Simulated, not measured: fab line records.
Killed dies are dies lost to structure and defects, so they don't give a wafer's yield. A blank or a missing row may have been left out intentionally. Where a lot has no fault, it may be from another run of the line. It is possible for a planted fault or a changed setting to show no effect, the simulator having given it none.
A lot that was struck, set against a sound lot | flow sfq line | 14 out of 325 route steps
Sound: the wafers L608.1, L608.2, L608.3. Wafers L613.2, L613.4, L613.6 were the ones struck. Last of all comes the cause.
Per side, at each step with rows, come the tool, then ch with its chambers, and then its first start. Under that, the readings that differ: sound wafers | struck wafers | difference of the means | sigmas: that difference in standard deviations of wafers without a fault.
alike: a reading whose means differ by less than 2 such deviations, as well as words and numbers matching on both sides. not compared: withheld readings; readings where some wafer has no value; bounds like >300 that might hide an equal value; numbers whose values overlap and for which the record gives no deviation.
The two part at a step that has a row with sigmas, a row that says differs or no value, or rows on one side only. Non-overlapping numbers with no deviation appear without sigmas and do not part them. A reading that every wafer of one side lacks parts them only if that side has two wafers or more.

first, 1 step without rows for these wafers: SFQ_TRILAYER_JJ_CE_LITHO_DEVELOP_116 (time 60 s).
SFQ_JJ_OVL_MEAS_931:
  struck on overlay-02, day 63 23:20; sound on overlay-02, day 54 03:55
  alike: J5_OVL
SFQ_TRILAYER_JJ_CE_METRO_MEASURE_117:
  struck on cd sem-01, day 63 23:34; sound on cd sem-02, day 54 03:58
  alike: cd nm
SFQ_TRILAYER_JJ_CE_BARC_OPEN_RIE_150: chemistry O2, target BARC, target depth 240 nm, time 80 s.
  sound on rie metal-02 ch 0,1, day 54 05:10; struck on rie metal-03 ch 0,1, day 64 00:34
  alike: drypump motor current A, oes product au, rf fwd power W
  not compared: rf hours counter h
SFQ_TRILAYER_JJ_CE_ETCH_RIE_118: chemistry SF6, target Nb, stops on Al2O3, time 97.7 s, target depth 170 nm.
  sound on rie metal-02 ch 0,1, day 54 05:15; struck on rie metal-03 ch 0,1, day 64 00:40
  alike: drypump motor current A, oes product au, rf fwd power W
  not compared: rf hours counter h
after that, 1 step had no rows for these wafers: SFQ_TRILAYER_JJ_ANODIZE_ANODIZE_119.
SFQ_TRILAYER_JJ_CE_STRIP_STRIP_120: strips in O2.
  sound on rie metal-03 ch 0,1, day 54 05:54; struck on rie metal-01 ch 0,1, day 64 01:19
  alike: drypump motor current A, oes product au
  not compared: rf hours counter h
then, 5 steps without rows for these wafers: SFQ_TRILAYER_JJ_CE_STRIP_SOLV_CLEAN_121 (cleans in NMP, time 600 s); SFQ_TRILAYER_M5_LITHO_COAT_128 (resist thk 62 nm); SFQ_TRILAYER_M5_LITHO_COAT_123 (resist thk 600 nm); SFQ_TRILAYER_M5_LITHO_SOFTBAKE_127; SFQ_TRILAYER_M5_LITHO_EXPOSE_124 (exposes mask M5, target cd 700 nm).
SFQ_TRILAYER_M5_LITHO_PEB_126: peb time 60 s.
  sound on litho track-02 ch 0, day 58 20:25; struck on litho track-01, day 64 19:01
  no value came back on the struck wafers for chill plate temp C (C), exhaust pa (Pa), peb time s (s); on the sound wafers chill plate temp C (C) reads 22.94 22.98 22.93
then, 1 step without rows for these wafers: SFQ_TRILAYER_M5_LITHO_DEVELOP_125 (time 60 s).

## WHERE THEY PART
Within this record, at SFQ_TRILAYER_M5_LITHO_PEB_126 only.

WHY: the cause the simulator had injected
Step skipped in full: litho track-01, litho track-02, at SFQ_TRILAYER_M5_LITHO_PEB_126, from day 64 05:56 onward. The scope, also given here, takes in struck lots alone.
